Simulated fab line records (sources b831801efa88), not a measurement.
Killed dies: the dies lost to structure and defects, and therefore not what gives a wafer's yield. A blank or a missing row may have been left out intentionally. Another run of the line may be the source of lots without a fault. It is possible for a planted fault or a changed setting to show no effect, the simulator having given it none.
Split-lot trial + flow sky130 + 23 wafers read from 5 lots, route of 708 steps

## ON THE SPLIT
At SKY_GATE_OXIDE_OXIDATION_16 (stabilise 600 s, purge 300 s, target thk 3.57 nm), the setting temp_c was moved away from the recipe's 800 C on 20 of the 23 wafers read, by -2.2% to +0.8%. For the rest of the wafers, this setting stayed at what the recipe calls for.

The reading comes from the split's own step.

## THE READING
SiO2_of_GATE_OXIDE_OXIDATION_01.thk_nm (the simulator's own value, which no gauge read), in nm, at SKY_GATE_OXIDE_OXIDATION_16 (stabilise 600 s, purge 300 s, target thk 3.57 nm). The file does not state a usual value for it. Average 12.04 nm, standard deviation 0.019 nm, over the 3 wafers here run with the recipe.

| wafer  | tool, chamber at the split | temp_c as run, C | against the recipe | SiO2_of_GATE_OXIDE_OXIDATION_01.thk_nm, nm | against lot-mates on the recipe |
|--------|----------------------------|------------------|--------------------|--------------------------------------------|---------------------------------|
| L076.1 | -, -                       | 789.4            | -1.3%              | 11.44                                      | no lot-mate on the recipe       |
| L076.2 | -, -                       | 789.4            | -1.3%              | 11.45                                      | no lot-mate on the recipe       |
| L076.3 | -, -                       | 789.4            | -1.3%              | 11.46                                      | no lot-mate on the recipe       |
| L076.5 | -, -                       | 789.4            | -1.3%              | 11.43                                      | no lot-mate on the recipe       |
| L076.6 | -, -                       | 789.4            | -1.3%              | 11.48                                      | no lot-mate on the recipe       |
| L077.2 | -, -                       | 782.1            | -2.2%              | 11.28                                      | no lot-mate on the recipe       |
| L077.3 | -, -                       | 782.1            | -2.2%              | 11.19                                      | no lot-mate on the recipe       |
| L077.4 | -, -                       | 782.1            | -2.2%              | 11.26                                      | no lot-mate on the recipe       |
| L077.5 | -, -                       | 782.1            | -2.2%              | 11.15                                      | no lot-mate on the recipe       |
| L077.6 | -, -                       | 782.1            | -2.2%              | 11.21                                      | no lot-mate on the recipe       |
| L079.2 | -, -                       | 789.9            | -1.3%              | 11.57                                      | no lot-mate on the recipe       |
| L079.3 | -, -                       | 789.9            | -1.3%              | 11.7                                       | no lot-mate on the recipe       |
| L079.4 | -, -                       | 789.9            | -1.3%              | 11.64                                      | no lot-mate on the recipe       |
| L079.5 | -, -                       | 789.9            | -1.3%              | 11.64                                      | no lot-mate on the recipe       |
| L079.6 | -, -                       | 789.9            | -1.3%              | 11.43                                      | no lot-mate on the recipe       |
| L081.2 | furnace-02, 0              | 800              | recipe             | 12.03                                      | -                               |
| L081.6 | furnace-02, 0              | 800              | recipe             | 12.03                                      | -                               |
| L081.4 | furnace-02, 0              | 800              | recipe             | 12.07                                      | -                               |
| L085.1 | -, -                       | 806.7            | +0.8%              | 11.74                                      | no lot-mate on the recipe       |
| L085.2 | -, -                       | 806.7            | +0.8%              | 11.85                                      | no lot-mate on the recipe       |
| L085.6 | -, -                       | 806.7            | +0.8%              | 11.85                                      | no lot-mate on the recipe       |
| L085.4 | -, -                       | 806.7            | +0.8%              | 11.95                                      | no lot-mate on the recipe       |
| L085.5 | -, -                       | 806.7            | +0.8%              | 11.93                                      | no lot-mate on the recipe       |

FIT RESULTS
A straight line over all 23 wafers: SiO2_of_GATE_OXIDE_OXIDATION_01.thk_nm changes by +0.227 nm for each +1% of temp_c; r = +0.88; the points scatter about the line by 0.14 nm.
Too few moved wafers have a lot-mate on the recipe to fit a line with each lot's own level taken away.

## THE FILE'S OWN FIT
SiO2_of_GATE_OXIDE_OXIDATION_01.thk_nm changes by +0.228 nm for each +1% of temp_c, r = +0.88.
